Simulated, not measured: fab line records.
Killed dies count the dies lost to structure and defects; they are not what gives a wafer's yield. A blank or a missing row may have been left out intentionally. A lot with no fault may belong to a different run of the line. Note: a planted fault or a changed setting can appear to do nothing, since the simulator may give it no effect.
fab line records    flow sky130
record lots=6  wafers=18  lastDay=50
route steps=708 shown VIA3@585 METAL4@598
lots with no fault: from the same line, run without faults
startH: hours from the record's opening day to when the first of the lot's shown wafers began    waitH: hours from the lot's prior step to this one    " unchanged from the row above    L1.1+2: one row covering several wafers at once    - no value present, or no start provided    * or withheld: withheld    < > ~ a bound
route shown NAME@n: a module of which the file shows steps, and the number in the route of the first    usual: average and standard deviation across the fault-free wafers    same: alike in all rows    chamber/n: place in a boat    sites: per-site readings    _std_site: standard deviation of those values    _edge_site: inner sites' mean taken away from outer sites' mean    radiusMm: for every site, how far away it sits from the centre of the wafer    mask NAME#n: copy n    behind: the last tool/chamber to shape the wafer    hold: why the lot was held/for how many hours/how that ended    device: which transistor (n, p or np) failed to switch    end of line: the route-end tests of the same wafers    a step with no rows: only its recipe    killed: dies that structure and defects cost at the first sort, which is not the same as the wafer's yield    map: dies across one wafer; x = killed, . = not, _ = none there
set.NAME: the run value of the setting; set.NAME@STEP: its run value at that earlier step    model.NAME: the simulator's own value behind a step, which no gauge read
lots at selected steps of the route; one table per step, one row per wafer
services: the hour from which a tool's chamber was out of use, counted from the record's first day as startH (under 0 if before that day), plus the number of hours and why
## steps
# step SKY_VIA3_CD_MEAS_12
# recipe targetCdNm=200
# usual cdNm=201.1/1.1
lot.wafer  tool      chamber  startH   waitH  cdNm
L628.2     cdSem-02  -        932.65   -      201.2
L628.3     "         -        "        "      201.0
L628.5     "         -        "        "      201.9
L636.1     cdSem-01  -        993.52   -      200.6
L636.2     "         -        "        "      201.1
L636.4     "         -        "        "      201.4
L638.2     cdSem-01  -        1002.60  -      200.5
L638.5     "         -        "        "      200.2
L638.6     "         -        "        "      200.1
L639.1     cdSem-01  -        1008.38  -      202.3
L639.3     "         -        "        "      202.3
L639.6     "         -        "        "      200.7
L641.1     cdSem-02  -        1022.93  -      203.3
L641.4     "         -        "        "      204.0
L641.6     "         -        "        "      202.3
L651.1     cdSem-02  -        1088.18  -      201.0
L651.5     "         -        "        "      202.7
L651.6     "         -        "        "      201.9
# step SKY_VIA3_OVL_MEAS_13
# usual VIA3_OVL=-1/5.6
lot.wafer  tool        chamber  startH   waitH  VIA3_OVL[nm]
L628.2     overlay-02  -        932.75   0.1    4
L628.3     "           -        "        "      1
L628.5     "           -        "        "      2
L636.1     overlay-01  -        993.64   0.1    -1
L636.2     "           -        "        "      3
L636.4     "           -        "        "      2
L638.2     overlay-01  -        1002.70  0.1    1
L638.5     "           -        "        "      1
L638.6     "           -        "        "      5
L639.1     overlay-01  -        1008.50  0.1    1
L639.3     "           -        "        "      4
L639.6     "           -        "        "      -4
L641.1     overlay-01  -        1023.05  0.1    4
L641.4     "           -        "        "      0
L641.6     "           -        "        "      -2
L651.1     overlay-02  -        1088.30  0.1    -10
L651.5     "           -        "        "      -10
L651.6     "           -        "        "      1
# step SKY_VIA3_ETCH_14
# recipe chemistry=N2/H2  target=BARC  ionEnergyEv=200  sourceW=500  biasW=100  pressureMtorr=30  n2FlowSccm=100  h2FlowSccm=200  stopOn=SiO2  timeS=45.9  targetDepthA=600
# usual drypumpMotorCurrentA=5.5/0.31  h2FlowSccm=200.0/0.64  oesProductAu=0.854/0.0047  throttleValvePct=13.224/0.0091
# same timeS=45.9
lot.wafer  tool        chamber  startH   waitH  drypumpMotorCurrentA  h2FlowSccm  oesProductAu  rfHoursCounterH  throttleValvePct
L628.2     rieDiel-01  0        932.78   0.0    5.6                   200.1       0.854         13               13.226
L628.3     "           1        "        "      5.6                   201.1       0.861         11               13.218
L628.5     "           1        "        "      5.6                   200.8       0.851         -                13.223
L636.1     rieDiel-01  3        993.67   0.0    5.5                   199.6       0.859         22               13.236
L636.2     "           2        "        "      5.6                   199.1       0.856         7                13.228
L636.4     "           0        "        "      5.6                   199.8       0.862         15               13.212
L638.2     rieDiel-03  2        1002.73  0.0    5.8                   198.7       0.850         7                13.229
L638.5     "           1        "        "      6.2                   199.4       0.852         -                13.230
L638.6     "           0        "        "      5.2                   199.8       0.856         -                13.229
L639.1     rieDiel-01  3        1008.53  0.0    5.6                   199.6       0.853         23               13.230
L639.3     "           0        "        "      5.6                   200.9       0.851         16               13.226
L639.6     "           2        "        "      5.5                   200.8       0.854         -                13.227
L641.1     rieDiel-01  1        1023.08  0.0    5.7                   200.1       0.855         15               13.222
L641.4     "           3        "        "      5.6                   200.0       0.855         23               13.238
L641.6     "           3        "        "      5.5                   199.6       0.856         -                13.223
L651.1     rieDiel-03  3        1088.33  0.0    5.3                   200.3       0.859         7                13.216
L651.5     "           2        "        "      5.7                   199.8       0.852         -                13.241
L651.6     "           3        "        "      5.3                   199.1       0.854         -                13.215
# step SKY_VIA3_ETCH_15
# recipe target=SiO2  chemistry=C4F8/O2/Ar  targetDepthNm=507  stopOn=TiN  maskMaterial=KrF-thick  sourceW=1500  biasW=1200  pressureMtorr=40  c4f8FlowSccm=withheld  O2_flow_sccm=6  Ar_flow_sccm=300  timeS=78
# step SKY_VIA3_STRIP_16
# recipe chemistry=O2/N2  powerW=1400  pressureMtorr=1500  platenTempC=withheld  o2FlowSccm=3000  n2FlowSccm=300  overashFraction=0.5
# usual drypumpMotorCurrentA=5.3/0.5  oesProductAu=0.402/0.0047  stripTimeToEndpointS=4.124/0.029
lot.wafer  tool            chamber  startH   waitH  drypumpMotorCurrentA  oesProductAu  rfHoursCounterH  stripTimeToEndpointS
L628.2     plasmaAsher-01  1        932.88   0.0    5.6                   0.405         79               4.118
L628.3     "               1        "        "      5.6                   0.404         -                4.127
L628.5     "               1        "        "      5.6                   0.407         -                4.159
L636.1     plasmaAsher-01  0        993.77   0.0    4.9                   0.413         86               4.067
L636.2     "               1        "        "      5.6                   0.406         86               4.159
L636.4     "               1        "        "      5.6                   0.403         -                4.089
L638.2     plasmaAsher-03  1        1002.83  0.0    4.9                   0.405         118              4.117
L638.5     "               0        "        "      6.5                   0.398         -                4.160
L638.6     "               1        "        "      4.9                   0.410         -                4.151
L639.1     plasmaAsher-04  0        1008.63  0.0    5.0                   0.402         58               4.125
L639.3     "               0        "        "      5.0                   0.402         -                4.138
L639.6     "               1        "        "      5.4                   0.401         -                4.163
L641.1     plasmaAsher-04  1        1023.18  0.0    5.5                   0.396         59               4.178
L641.4     "               0        "        "      5.0                   0.404         -                4.112
L641.6     "               0        "        "      5.0                   0.401         -                4.082
L651.1     plasmaAsher-04  1        1088.43  0.0    5.5                   0.404         66               4.155
L651.5     "               1        "        "      5.5                   0.401         -                4.061
L651.6     "               0        "        "      5.0                   0.404         -                4.121
# step SKY_VIA3_STRIP_17
# recipe chemistry=postEtchResidueRemover  timeS=1200  tempC=72.5
# step SKY_VIA3_CLEAN_18
# recipe chemistry=IPA  timeS=180  tempC=25
# step SKY_VIA3_CLEAN_19
# recipe chemistry=O3/DIW  dry=n2Spin
# step SKY_VIA3_SPUTTER_20
# recipe material=TiN  targetThkNm=20  chamberPressurePa=5  powerW=4000  timeS=80
# usual throttleValvePct=30.1/0.99
# same timeS=80
lot.wafer  tool           chamber  startH   waitH  throttleValvePct
L628.2     pvdSputter-04  -        933.48   0.0    30.4
L628.3     "              -        "        "      29.3
L628.5     "              -        "        "      29.2
L636.1     pvdSputter-04  -        994.37   0.0    30.5
L636.2     "              -        "        "      30.5
L636.4     "              -        "        "      31.3
L638.2     pvdSputter-03  -        1003.47  0.0    29.7
L638.5     "              -        "        "      29.6
L638.6     "              -        "        "      30.0
L639.1     pvdSputter-04  -        1009.27  0.0    30.2
L639.3     "              -        "        "      30.3
L639.6     "              -        "        "      30.4
L641.1     pvdSputter-02  -        1023.78  0.0    30.1
L641.4     "              -        "        "      27.6
L641.6     "              -        "        "      30.3
L651.1     pvdSputter-04  -        1089.04  0.0    30.2
L651.5     "              -        "        "      31.2
L651.6     "              -        "        "      30.5
# step SKY_VIA3_CVD_21
# recipe material=W  targetThkNm=390  timeS=117.31  tempC=400  pressureTorr=40
# usual heaterPowerW=789/73
# same timeS=117.31
lot.wafer  tool     chamber  startH   waitH  heaterPowerW
L628.2     cvdW-02  0        933.54   0.0    705
L628.3     "        0        "        "      718
L628.5     "        1        "        "      768
L636.1     cvdW-02  1        994.43   0.0    761
L636.2     "        0        "        "      707
L636.4     "        0        "        "      718
L638.2     cvdW-01  0        1003.53  0.0    842
L638.5     "        1        "        "      877
L638.6     "        0        "        "      836
L639.1     cvdW-01  0        1009.33  0.0    851
L639.3     "        0        "        "      858
L639.6     "        0        "        "      862
L641.1     cvdW-02  0        1023.84  0.0    705
L641.4     "        1        "        "      749
L641.6     "        1        "        "      757
L651.1     cvdW-01  1        1089.11  0.0    890
L651.5     "        1        "        "      886
L651.6     "        0        "        "      850
# step SKY_VIA3_RS_MEAS_22
# recipe thkMeasGauge=four-point-probe  reads=W_of_VIA3_CVD_21+TiN_of_VIA3_SPUTTER_20
# usual VIA3_W_RS=0.292/0.0041
lot.wafer  tool          chamber  startH   waitH  VIA3_W_RS[ohm/sq]
L628.2     filmMetro-02  -        933.69   0.1    0.284
L628.3     "             -        "        "      0.283
L628.5     "             -        "        "      0.297
L636.1     filmMetro-02  -        994.55   0.1    0.294
L636.2     "             -        "        "      0.288
L636.4     "             -        "        "      0.287
L638.2     filmMetro-04  -        1003.67  0.1    0.294
L638.5     "             -        "        "      0.291
L638.6     "             -        "        "      0.291
L639.1     filmMetro-03  -        1009.45  0.1    0.292
L639.3     "             -        "        "      0.288
L639.6     "             -        "        "      0.290
L641.1     filmMetro-03  -        1023.97  0.1    0.281
L641.4     "             -        "        "      0.296
L641.6     "             -        "        "      0.295
L651.1     filmMetro-03  -        1089.23  0.1    0.293
L651.5     "             -        "        "      0.294
L651.6     "             -        "        "      0.292
# step SKY_VIA3_THK_MEAS_23
# recipe thkMeasGauge=xrf  reads=W_of_VIA3_CVD_21
# usual VIA3_W_THK=396/6.7
lot.wafer  tool          chamber  startH   waitH  VIA3_W_THK[nm]
L628.2     filmMetro-02  -        933.80   0.1    407
L628.3     "             -        "        "      411
L628.5     "             -        "        "      389
L636.1     filmMetro-02  -        994.67   0.1    395
L636.2     "             -        "        "      404
L636.4     "             -        "        "      406
L638.2     filmMetro-04  -        1003.78  0.1    396
L638.5     "             -        "        "      399
L638.6     "             -        "        "      397
L639.1     filmMetro-03  -        1009.57  0.1    392
L639.3     "             -        "        "      399
L639.6     "             -        "        "      393
L641.1     filmMetro-03  -        1024.09  0.1    410
L641.4     "             -        "        "      386
L641.6     "             -        "        "      388
L651.1     filmMetro-03  -        1089.35  0.1    393
L651.5     "             -        "        "      390
L651.6     "             -        "        "      392
# step SKY_VIA3_CMP_24
# recipe stopOn=SiO2  tOverpolishS=20  downForcePsi=3.5  platenRpm=60  targetThkNm=0  padVelocityMS=0.94248
# usual motorCurrentA=10.6/1.1  overpolishRunS=20.000/0.0091  retainingRingPressureFrac=1.000/0.005  timeToEndpointS=95/5.7
# same tOverpolishS=20
lot.wafer  tool    chamber  startH   waitH  motorCurrentA  overpolishRunS  retainingRingPressureFrac  timeToEndpointS
L628.2     cmp-01  0        933.90   0.1    10.3           20.001          0.998                      106
L628.3     "       2        "        "      10.6           20.005          0.996                      96
L628.5     "       3        "        "      12.2           20.008          1.003                      95
L636.2     cmp-02  3        994.73   0.0    11.6           20.004          0.997                      87
L636.1     "       0        "        "      8.2            19.997          1.005                      88
L636.4     "       2        "        "      9.3            19.984          0.997                      95
L638.2     cmp-01  3        1003.83  0.0    11.8           0.039           0.999                      149
L638.5     "       3        "        "      11.6           19.996          1.007                      97
L638.6     "       0        "        "      10.3           0.036           1.001                      150
L639.1     cmp-01  3        1009.68  0.1    12.1           19.992          0.994                      100
L639.3     "       1        "        "      11.1           19.976          1.005                      101
L639.6     "       3        "        "      12.3           0.032           1.001                      151
L641.4     cmp-02  0        1024.15  0.0    8.4            19.997          0.993                      87
L641.1     "       3        "        "      11.9           20.004          1.008                      90
L641.6     "       0        "        "      8.4            19.984          1.000                      92
L651.1     cmp-02  3        1089.41  0.1    11.7           19.995          0.997                      92
L651.5     "       3        "        "      11.4           19.999          1.001                      92
L651.6     "       0        "        "      8.5            19.988          1.010                      92
# step SKY_METAL4_SPUTTER_00
# recipe material=Ti  targetThkNm=15  powerW=3000  timeS=10  chamberPressurePa=0.4
# usual throttleValvePct=29.9/0.97
# same timeS=10
lot.wafer  tool           chamber  startH   waitH  throttleValvePct
L628.2     pvdSputter-01  -        934.15   0.2    29.3
L628.3     "              -        "        "      29.6
L628.5     "              -        "        "      30.9
L636.1     pvdSputter-02  -        995.03   0.2    30.0
L636.2     "              -        "        "      27.7
L636.4     "              -        "        "      30.1
L638.5     pvdSputter-02  -        1004.14  0.1    30.0
L639.1     pvdSputter-01  -        1009.95  0.2    31.0
L639.3     "              -        "        "      29.1
L641.1     pvdSputter-03  -        1024.45  0.1    29.8
L641.4     "              -        "        "      30.1
L641.6     "              -        "        "      31.7
L651.1     pvdSputter-01  -        1089.71  0.2    29.1
L651.5     "              -        "        "      29.6
L651.6     "              -        "        "      29.1
## services
tool            chamber  startH   hours  kind
pvdSputter-01   -        910.02   2.1    repair
cmp-02          -        912.15   4.0    pm
cmp-02          -        913.13   3.7    repair
cmp-02          -        921.65   0.5    repair
rieDiel-01      -        927.99   0.2    repair
plasmaAsher-04  -        955.50   0.5    repair
cvdW-01         -        956.31   1.8    repair
cmp-02          -        957.01   2.2    repair
rieDiel-03      3        964.97   1.3    repair
cmp-01          -        971.55   4.0    repair
rieDiel-01      2        971.58   11.6   repair
rieDiel-03      1        980.45   2.1    repair
rieDiel-01      2        998.97   4.1    repair
plasmaAsher-01  -        1004.00  0.5    repair
pvdSputter-01   -        1006.33  3.4    repair
rieDiel-01      1        1008.29  7.9    repair
pvdSputter-04   -        1016.30  5.2    repair
rieDiel-03      0        1040.40  7.6    repair
rieDiel-03      -        1058.69  15.6   pm
rieDiel-01      -        1062.32  28.1   pm
pvdSputter-01   -        1067.47  0.5    repair
rieDiel-03      3        1077.14  5.9    repair
cmp-01          -        1080.60  3.1    repair
cvdW-02         -        1084.11  6.0    pm
## key
firstSign step=SKY_VIA3_CMP_24  reading=overpolishRunS  direction=down  sigmas=99+  usual=20.000  struck=0.036
effect step=SKY_VIA3_CMP_24  reading=timeToEndpointS  direction=up  sigmas=9.7  usual=*  struck=*
metAt SKY_VIA3_CMP_24
struckWafers L638.2,L638.6,L639.6
laterRowsLeftOut L638.2,L638.6,L639.6
sortLeftOut L638.2,L638.6,L639.6
onsetBetween 933.90 1003.83
fault kind=processParameterDrift  tool=cmp-01  chamber=-  onsetH=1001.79  steps=SKY_VIA3_CMP_24  channel=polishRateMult  offset=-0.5  shape=step  endH=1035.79  scope=struckWafersOnly
# sortLeftOut: the simulated sort isn't trusted on such a fault, so these wafers' sort isn't shown, and their yield isn't known
# laterRowsLeftOut: the simulator's readings of these wafers behind a module that went badly wrong aren't trusted and aren't shown, but for the sort
